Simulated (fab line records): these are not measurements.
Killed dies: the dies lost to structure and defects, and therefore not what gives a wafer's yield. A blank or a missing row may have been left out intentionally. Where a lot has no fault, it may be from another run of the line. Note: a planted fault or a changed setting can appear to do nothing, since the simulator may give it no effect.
fab line records    flow sky130
[record] lots = 12  wafers = 36  last-day = 50
route steps=708 shown VT_ADJUST_HVTP@94 VT_ADJUST_LVTN@104 PAD_OPEN@708
lots that met no fault: taken from a fault-free run of the same line
start-h: hours from the record's first day to the start of the lot's first wafer shown    wait-h: how many hours have passed since the lot's step before this one    " repeats the value in the row above    L1.1+2: one row covering several wafers at once    - either no value or no given start    * or withheld: withheld    < > ~ a bound
route shown NAME@n: names a module that has steps shown in the file, with the first one's number in the route    usual: mean/standard deviation taken from wafers without a fault    same: alike in all rows    chamber/n: place in a boat    sites: each site's reading    _std_site: how widely they spread, as a standard deviation    _edge_site: mean of outer sites minus mean of inner sites    radius-mm: for every site, how far away it sits from the centre of the wafer    mask NAME#n: copy n    behind: the tool/chamber that last shaped the wafer    hold: the reason the lot was held/the length of the hold in hours/how it ended    device: the transistor (n, p or np) that didn't switch    end of line: the route-end tests of the same wafers    for a step that has no rows: nothing shown but its recipe    killed: dies that structure and defects cost at the first sort, which is not the same as the wafer's yield    map: per-die view of a wafer (x killed, . not killed, _ where there is no die)
set.NAME: the setting as run; set.NAME@STEP: as run at that earlier step    model.NAME: the simulator's own value behind a step, which no gauge read
one table for each step of the route and one row for each wafer, over a sample of lots
services: from which hour (start-h, from the record's first day; less than 0 if before it) a tool's chamber was out of use, for how many hours, and why
[[steps]]
[step SKY_VT_ADJUST_HVTP_IMPLANT_09]
[recipe] species = As  energy-kev = 150  dose-cm2 = 4.3e+12  tilt-deg = withheld
[usual] dose-ions-cm2 = 4.3e+12/4e+09  faraday-current-uA = 24.2/0.52
lot.wafer  tool          chamber  start-h  wait-h  dose-ions-cm2  faraday-current-uA
L787.2     implanter-01  0        129.87   0.0     4.298e+12      24.8
L787.3     "             0        "        "       4.301e+12      24.1
L787.4     "             0        "        "       4.306e+12      23.3
L788.1     implanter-01  0        134.54   0.0     4.304e+12      24.7
L788.4     "             0        "        "       4.301e+12      24.3
L788.5     "             0        "        "       4.303e+12      24.0
L790.1     implanter-03  0        150.77   0.0     4.308e+12      23.9
L790.3     "             0        "        "       4.305e+12      23.4
L790.6     "             0        "        "       4.292e+12      24.2
L792.3     implanter-03  0        159.72   0.1     4.302e+12      24.6
L792.5     "             0        "        "       4.297e+12      23.6
L792.6     "             0        "        "       4.305e+12      24.1
L794.1     implanter-02  0        172.82   0.0     4.303e+12      25.0
L794.2     "             0        "        "       4.301e+12      23.6
L794.3     "             0        "        "       4.299e+12      24.1
L795.1     implanter-02  0        177.27   0.0     4.299e+12      23.8
L795.2     "             0        "        "       4.299e+12      23.6
L795.5     "             0        "        "       4.301e+12      24.0
L800.1     implanter-02  0        211.02   0.0     3.286e+12      18.4
L800.3     "             0        "        "       3.281e+12      18.8
L800.6     "             0        "        "       3.279e+12      18.8
L801.1     implanter-02  0        219.79   0.0     3.282e+12      17.9
L801.3     "             0        "        "       3.287e+12      19.0
L801.6     "             0        "        "       3.28e+12       18.4
L803.3     implanter-02  0        233.42   0.1     3.278e+12      18.6
L803.4     "             0        "        "       3.281e+12      18.2
L803.5     "             0        "        "       3.281e+12      18.7
L805.3     implanter-01  0        245.94   0.1     4.297e+12      24.4
L805.4     "             0        "        "       4.298e+12      24.2
L805.5     "             0        "        "       4.296e+12      24.2
L806.3     implanter-01  0        251.02   0.1     4.294e+12      24.4
L806.4     "             0        "        "       4.301e+12      24.1
L806.6     "             0        "        "       4.296e+12      24.2
L809.1     implanter-01  0        273.14   0.0     4.309e+12      24.0
L809.5     "             0        "        "       4.3e+12        23.9
L809.6     "             0        "        "       4.3e+12        24.2
[step SKY_VT_ADJUST_HVTP_STRIP_10]
[recipe] chemistry = O2/N2  power-w = 1400  pressure-mtorr = 1500  platen-temp-c = withheld  o2-flow-sccm = 3000  n2-flow-sccm = 300  overash-fraction = 0.5
[usual] drypump-motor-current-A = 5.6/0.38  oes-product-au = 0.715/0.0048  strip-time-to-endpoint-s = 14.19/0.031
lot.wafer  tool             chamber  start-h  wait-h  drypump-motor-current-A  oes-product-au  rf-hours-counter-h  strip-time-to-endpoint-s
L787.2     plasma-asher-03  1        129.99   0.1     5.4                      0.722           41                  14.27
L787.3     "                1        "        "       5.4                      0.706           -                   14.21
L787.4     "                0        "        "       5.4                      0.723           -                   14.23
L788.1     plasma-asher-01  1        134.69   0.1     5.9                      0.718           2                   14.17
L788.4     "                1        "        "       5.9                      0.719           -                   14.19
L788.5     "                1        "        "       5.9                      0.716           -                   14.19
L790.1     plasma-asher-03  0        150.92   0.1     5.4                      0.720           43                  14.19
L790.3     "                0        "        "       5.4                      0.720           -                   14.19
L790.6     "                0        "        "       5.3                      0.712           -                   14.19
L792.3     plasma-asher-01  0        159.86   0.1     5.0                      0.723           -                   14.20
L792.5     "                0        "        "       5.0                      0.717           -                   14.17
L792.6     "                1        "        "       5.9                      0.728           -                   14.21
L794.1     plasma-asher-01  0        172.97   0.1     5.1                      0.718           7                   14.15
L794.2     "                1        "        "       5.9                      0.711           7                   14.17
L794.3     "                0        "        "       5.1                      0.715           -                   14.17
L795.1     plasma-asher-03  0        177.42   0.1     5.4                      0.711           47                  14.19
L795.2     "                1        "        "       5.4                      0.720           47                  14.17
L795.5     "                1        "        "       5.4                      0.709           -                   14.15
L800.1     plasma-asher-03  0        211.17   0.1     5.4                      0.717           50                  14.19
L800.3     "                1        "        "       5.5                      0.724           -                   14.22
L800.6     "                0        "        "       5.4                      0.716           -                   14.26
L801.1     plasma-asher-03  1        219.94   0.1     5.4                      0.703           51                  14.16
L801.3     "                1        "        "       5.4                      0.716           -                   14.11
L801.6     "                1        "        "       5.4                      0.712           -                   14.19
L803.3     plasma-asher-01  1        233.56   0.1     5.9                      0.725           -                   14.24
L803.4     "                0        "        "       5.1                      0.716           -                   14.25
L803.5     "                0        "        "       5.0                      0.718           -                   14.23
L805.3     plasma-asher-03  1        246.08   0.1     5.4                      0.713           -                   14.18
L805.4     "                0        "        "       5.4                      0.710           -                   14.16
L805.5     "                0        "        "       5.4                      0.715           -                   14.20
L806.3     plasma-asher-03  0        251.16   0.1     5.4                      0.712           -                   14.20
L806.4     "                1        "        "       5.5                      0.712           -                   14.22
L806.6     "                1        "        "       5.4                      0.701           -                   14.17
L809.1     plasma-asher-02  1        273.29   0.1     5.9                      0.725           41                  14.20
L809.5     "                0        "        "       6.4                      0.718           -                   14.23
L809.6     "                1        "        "       5.9                      0.712           -                   14.17
[step SKY_VT_ADJUST_HVTP_TW_MEAS_11]
[usual] VT_ADJUST_HVTP_TW = 1350/12
lot.wafer  tool           chamber  start-h  wait-h  VT_ADJUST_HVTP_TW
L787.2     film-metro-03  -        130.10   0.1     1360
L787.3     "              -        "        "       1359
L787.4     "              -        "        "       1364
L788.1     film-metro-02  -        134.79   0.1     1340
L788.4     "              -        "        "       1341
L788.5     "              -        "        "       1333
L790.1     film-metro-03  -        151.02   0.1     1365
L790.3     "              -        "        "       1362
L790.6     "              -        "        "       1360
L792.3     film-metro-04  -        159.94   0.1     1356
L792.5     "              -        "        "       1364
L792.6     "              -        "        "       1359
L794.1     film-metro-03  -        173.08   0.1     1359
L794.2     "              -        "        "       1368
L794.3     "              -        "        "       1356
L795.1     film-metro-03  -        177.52   0.1     1354
L795.2     "              -        "        "       1363
L795.5     "              -        "        "       1356
L800.1     film-metro-02  -        211.27   0.1     1211
L800.3     "              -        "        "       1220
L800.6     "              -        "        "       1221
L801.1     film-metro-03  -        220.04   0.1     1238
L801.3     "              -        "        "       1240
L801.6     "              -        "        "       1236
L803.3     film-metro-04  -        233.64   0.1     1239
L803.4     "              -        "        "       1238
L803.5     "              -        "        "       1239
L805.3     film-metro-02  -        246.16   0.1     1332
L805.4     "              -        "        "       1331
L805.5     "              -        "        "       1336
L806.3     film-metro-04  -        251.24   0.1     1347
L806.4     "              -        "        "       1345
L806.6     "              -        "        "       1351
L809.1     film-metro-02  -        273.39   0.1     1350
L809.5     "              -        "        "       1345
L809.6     "              -        "        "       1342
[step SKY_VT_ADJUST_LVTN_OVL_MEAS_07]
[usual] VT_ADJUST_LVTN_OVL = -1.5/1.6
lot.wafer  tool        chamber  start-h  wait-h  VT_ADJUST_LVTN_OVL[nm]
L787.2     overlay-01  -        149.17   -       0.5
L787.3     "           -        "        "       -3.4
L787.4     "           -        "        "       -0.1
L788.1     overlay-02  -        153.47   -       -4.2
L788.4     "           -        "        "       -2.1
L788.5     "           -        "        "       -3.7
L790.1     overlay-01  -        171.42   -       -1.9
L790.3     "           -        "        "       0.0
L790.6     "           -        "        "       -0.4
L792.3     overlay-02  -        179.95   -       -2.4
L792.5     "           -        "        "       -4.3
L792.6     "           -        "        "       -1.3
L794.1     overlay-02  -        193.74   -       -2.9
L794.2     "           -        "        "       -0.2
L794.3     "           -        "        "       0.8
L795.1     overlay-02  -        199.12   -       -2.9
L795.2     "           -        "        "       -1.7
L795.5     "           -        "        "       -2.2
L800.1     overlay-01  -        233.89   -       -0.3
L800.3     "           -        "        "       0.4
L800.6     "           -        "        "       -0.3
L801.1     overlay-01  -        243.22   -       -2.7
L801.3     "           -        "        "       -4.4
L801.6     "           -        "        "       -2.8
L803.3     overlay-01  -        257.50   -       0.3
L803.4     "           -        "        "       -1.7
L803.5     "           -        "        "       -1.4
L805.3     overlay-02  -        270.18   -       -2.4
L805.4     "           -        "        "       -3.4
L805.5     "           -        "        "       -2.6
L806.3     overlay-02  -        274.83   -       -3.6
L806.4     "           -        "        "       -0.3
L806.6     "           -        "        "       -4.7
L809.1     overlay-02  -        298.42   -       -2.7
L809.5     "           -        "        "       -0.4
L809.6     "           -        "        "       -1.4
[step SKY_VT_ADJUST_LVTN_STRIP_09]
[recipe] chemistry = O2/N2  power-w = 1400  pressure-mtorr = 1500  platen-temp-c = withheld  o2-flow-sccm = 3000  n2-flow-sccm = 300  overash-fraction = 0.5
[usual] drypump-motor-current-A = 5.52/0.24  oes-product-au = 0.723/0.0042  strip-time-to-endpoint-s = 36.91/0.1
lot.wafer  tool             chamber  start-h  wait-h  drypump-motor-current-A  oes-product-au  rf-hours-counter-h  strip-time-to-endpoint-s
L787.2     plasma-asher-04  0        149.35   0.1     5.56                     0.719           47                  36.86
L787.3     "                0        "        "       5.54                     0.723           -                   36.91
L787.4     "                1        "        "       5.74                     0.722           -                   36.84
L788.1     plasma-asher-04  0        153.65   0.1     5.56                     0.723           48                  37.03
L788.4     "                1        "        "       5.73                     0.723           -                   36.92
L788.5     "                1        "        "       5.73                     0.724           -                   36.95
L790.1     plasma-asher-04  0        171.60   0.1     5.55                     0.718           50                  36.79
L790.3     "                0        "        "       5.56                     0.728           -                   36.82
L790.6     "                0        "        "       5.54                     0.725           -                   36.82
L792.3     plasma-asher-04  1        180.16   0.1     5.72                     0.714           -                   37.06
L792.5     "                1        "        "       5.66                     0.718           -                   37.00
L792.6     "                0        "        "       5.54                     0.718           -                   37.00
L794.1     plasma-asher-04  1        193.93   0.1     5.71                     0.721           53                  36.71
L794.2     "                0        "        "       5.55                     0.724           53                  36.82
L794.3     "                0        "        "       5.55                     0.722           -                   36.64
L795.1     plasma-asher-04  0        199.30   0.1     5.56                     0.723           54                  37.05
L795.2     "                1        "        "       5.70                     0.723           54                  36.92
L795.5     "                0        "        "       5.56                     0.723           -                   37.02
L800.1     plasma-asher-04  0        234.08   0.1     5.53                     0.722           58                  37.07
L800.3     "                1        "        "       5.69                     0.725           -                   37.09
L800.6     "                1        "        "       5.69                     0.724           -                   37.10
L801.1     plasma-asher-03  0        243.40   0.1     5.37                     0.723           54                  36.93
L801.3     "                0        "        "       5.40                     0.720           -                   36.98
L801.6     "                0        "        "       5.37                     0.721           -                   37.02
L803.3     plasma-asher-03  0        257.71   0.1     5.41                     0.716           -                   36.83
L803.4     "                1        "        "       5.45                     0.726           -                   36.79
L803.5     "                0        "        "       5.39                     0.723           -                   36.71
L805.3     plasma-asher-03  0        270.39   0.1     5.42                     0.719           -                   36.95
L805.4     "                1        "        "       5.44                     0.720           -                   36.99
L805.5     "                0        "        "       5.40                     0.719           -                   36.91
L806.3     plasma-asher-01  0        275.04   0.1     5.05                     0.721           -                   37.08
L806.4     "                1        "        "       5.92                     0.725           -                   37.00
L806.6     "                0        "        "       5.06                     0.720           -                   36.95
L809.1     plasma-asher-01  0        298.60   0.1     5.07                     0.721           17                  36.94
L809.5     "                1        "        "       5.92                     0.725           -                   36.98
L809.6     "                0        "        "       5.07                     0.728           -                   36.95
[step SKY_PAD_OPEN_PROBE_99]
[usual] killed_at_M0_to_M3 = 44/8.6  killed_at_M4_up = 3.4/1.9  killed-at-contacts = 23/5.7  killed-at-front-end = 15/4.5  killed-at-other = 0.4/0.62  killed-dies = 86/11  killed-open = 46/7.6  killed-short = 39/6.3
[same] gross-dies = 492  killed-at-back-side = 0
lot.wafer  tool       chamber  start-h  wait-h  killed_at_M0_to_M3  killed_at_M4_up  killed-at-contacts  killed-at-front-end  killed-at-other  killed-dies  killed-open  killed-short
L790.1     prober-01  -        1116.98  0.1     45                  5                7                   19                   0                76           34           42
L790.3     prober-01  -        1117.08  0.2     49                  3                22                  18                   0                92           46           44
L790.6     prober-01  -        1117.23  0.2     50                  3                25                  17                   0                95           47           48
// killed by level:class
L790.1 VIA1:geometric-particle:short=10 VIA1:geometric-particle:open=8 METAL2:geometric-particle:short=7 POLY_GATE:geometric-particle:short=5 METAL1:geometric-particle:short=5 VIA3:geometric-particle:open=5 FIELD_ISO:geometric-particle:open=4 POLY_GATE:geometric-particle:open=4
L790.3 VIA1:geometric-particle:open=14 LOCAL_INTERCONNECT:geometric-particle:short=6 METAL2:geometric-particle:short=6 VIA3:geometric-particle:open=6 LI_CONTACT:geometric-particle:open=5 CONTACT:geometric-particle:open=5 VIA2:geometric-particle:open=5 FIELD_ISO:geometric-particle:short=4
L790.6 VIA1:geometric-particle:open=14 LOCAL_INTERCONNECT:geometric-particle:short=8 METAL3:geometric-particle:short=7 VIA1:geometric-particle:short=6 VIA3:geometric-particle:open=6 POLY_GATE:geometric-particle:open=5 POLY_GATE:geometric-particle:short=5 LI_CONTACT:geometric-particle:open=5
[[services]]
tool             chamber  start-h  hours  kind
plasma-asher-01  -        108.36   2.7    repair
plasma-asher-02  -        109.33   1.5    repair
plasma-asher-01  -        111.09   9.0    pm
plasma-asher-01  0        111.09   9.0    vent-cycle
plasma-asher-01  1        111.09   9.0    vent-cycle
plasma-asher-01  0        120.09   -      clean
plasma-asher-01  1        120.09   -      clean
implanter-02     -        120.73   3.4    repair
plasma-asher-02  -        122.32   58.8   repair
implanter-02     -        137.23   3.2    repair
implanter-03     -        150.08   0.6    repair
implanter-02     -        156.56   1.9    repair
implanter-01     -        159.29   1.2    repair
plasma-asher-04  -        187.11   1.5    repair
plasma-asher-01  -        195.03   28.6   pm
plasma-asher-03  -        208.25   1.2    repair
implanter-01     -        209.83   3.8    pm
plasma-asher-03  -        236.83   0.5    repair
implanter-03     -        247.06   2.2    repair
plasma-asher-03  -        274.50   0.9    repair
plasma-asher-01  -        277.26   1.2    repair
[[key]]
[first-sign] step = SKY_VT_ADJUST_HVTP_IMPLANT_09  reading = dose-ions-cm2  direction = down  sigmas = 99+  usual = *  struck = *
[effect] step = SKY_VT_ADJUST_HVTP_IMPLANT_09  reading = faraday-current-uA  direction = down  sigmas = 11  usual = 24.2  struck = 18.5
[effect] step = SKY_VT_ADJUST_HVTP_TW_MEAS_11  reading = VT_ADJUST_HVTP_TW  direction = down  sigmas = 10  usual = 1350  struck = 1231
met-at SKY_VT_ADJUST_HVTP_IMPLANT_09
struck-lots L800,L801,L803
tester-left-out L800,L801,L803
not-acting-at SKY_VT_ADJUST_HVTP_STRIP_10,SKY_VT_ADJUST_LVTN_OVL_MEAS_07,SKY_VT_ADJUST_LVTN_STRIP_09
onset-between 177.27 211.02
[fault] kind = process-parameter-drift  tool = implanter-02  chamber = -  onset-h = 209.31  steps = SKY_VT_ADJUST_HVTP_IMPLANT_09  channel = dose-cm2  offset = *  shape = step  end-h = 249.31  acts-in = *  stated = *
// tester-left-out: of these lots the tester's yield and bins aren't shown, on N5 and GAA mostly nor the transistor test; their killed dies are dies lost to structure and defects alone, not to doping, threshold or leakage, so they don't give the yield
